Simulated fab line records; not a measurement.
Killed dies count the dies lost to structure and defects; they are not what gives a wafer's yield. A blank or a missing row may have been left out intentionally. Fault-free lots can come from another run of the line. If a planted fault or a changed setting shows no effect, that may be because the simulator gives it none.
8D (eight disciplines) problem report, filled in by code | flow sky130 | the parts of the form that need people (team, actions taken, sign-off) are left out

== 1. THE PROBLEM ==
LDD_LDN_TW at SKY_LDD_LDN_TW_MEAS_13 reads a mean of 1438 on 6 wafers of 2 lots; wafers without a fault read 1481 with a standard deviation of 7.5. Relative to the usual mean, that is a shift of -5.8 standard deviations.
Earliest sighting: wafer L962.1 on film_metro-03 at day 27 12:10. The record has a number at this step for 39 wafers belonging to 13 lots. By rule, "out" or "out of limits" means more than 4 standard deviations away from the usual mean. The rest of the wafers with a number are treated as sound.

== 2. WHAT IT IS AND WHAT IT IS NOT ==
question                    | is                           | is not
which readings at this step | LDD_LDN_TW                   | -
which lots                  | L962, L963                   | L954, L955, L956, L957, L958, L959, L964, L972, L973, L975, L976
which wafers of those lots  | all that have a number       | -
read on which gauges        | film_metro-02, film_metro-03 | film_metro-01
when                        | from day 27 12:10            | up to then (18 sound wafers); but 15 sound wafers of L964, L972, L973, L975, L976 came after

== 3. WHAT RULES OUT EACH SUSPECT ==
Counting: a tool at any process step up to the reading remains a suspect when it ran all the lots that are out and ran no sound lot after the first of those.
- the gauge at SKY_LDD_LDN_TW_MEAS_13 has been ruled out. Those wafers that are out were read across 2 gauges (film_metro-02, film_metro-03).
- implanter-03 at SKY_LDD_LDN_IMPLANT_11: kept. It ran every lot that is out, first L962 (day 27 11:55), and no sound lot after that; its last sound lot up to then is L959 (day 25 16:34). On those wafers its own readings are out: dose_ions_cm2, faraday_current_uA.
The count leaves implanter-03 at SKY_LDD_LDN_IMPLANT_11.

== 4. THE CAUSE (what the simulator had put in) ==
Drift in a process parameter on implanter-03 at SKY_LDD_LDN_IMPLANT_11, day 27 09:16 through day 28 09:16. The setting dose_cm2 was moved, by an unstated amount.
The count eliminated every tool but this one.

== 5. THE EFFECT CHAIN, in route order ==
Rows list readings where the struck wafers' mean (over those with a number) sits beyond 3 standard deviations from the usual. Only readings whose record carries a usual standard deviation are examined. hours: median over the lots of the time between each lot's start at the first step of this table that gives one and its start at this step. sigmas: the change, counted in usual standard deviations.
hours | step                   | reading            | usual    | on struck wafers | change    | sigmas
0     | SKY_LDD_LDN_IMPLANT_11 | dose_ions_cm2      | 1.25e+13 | 8.09e+12         | -4.41e+12 | -99 or more
0     | SKY_LDD_LDN_IMPLANT_11 | faraday_current_uA | 70.5     | 45.5             | -25.0     | -18
0     | SKY_LDD_LDN_TW_MEAS_13 | LDD_LDN_TW         | 1481     | 1438             | -43       | -5.8
It contains these process steps:
- SKY_LDD_LDN_IMPLANT_11
Later steps that measure or inspect, where all struck wafers having a row at the step show a number for every such reading and not one has moved that far: SKY_SD_N_RS_MEAS_16.

== 6. WHAT WOULD HAVE CAUGHT IT SOONER ==
In this record the first reading out of limits at a measuring or inspecting step was taken at day 27 12:10, 3 hours after the fault began at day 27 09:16.
At SKY_LDD_LDN_IMPLANT_11, the tool's own readings (dose_ions_cm2, faraday_current_uA) were out on each struck wafer the step has a row for, so an alarm limit on them would have fired on the first such wafer.
Of the lots that are out (2), L963 began SKY_LDD_LDN_IMPLANT_11 on implanter-03 after day 27 12:10. A tool hold placed at that time would have kept it from harm.
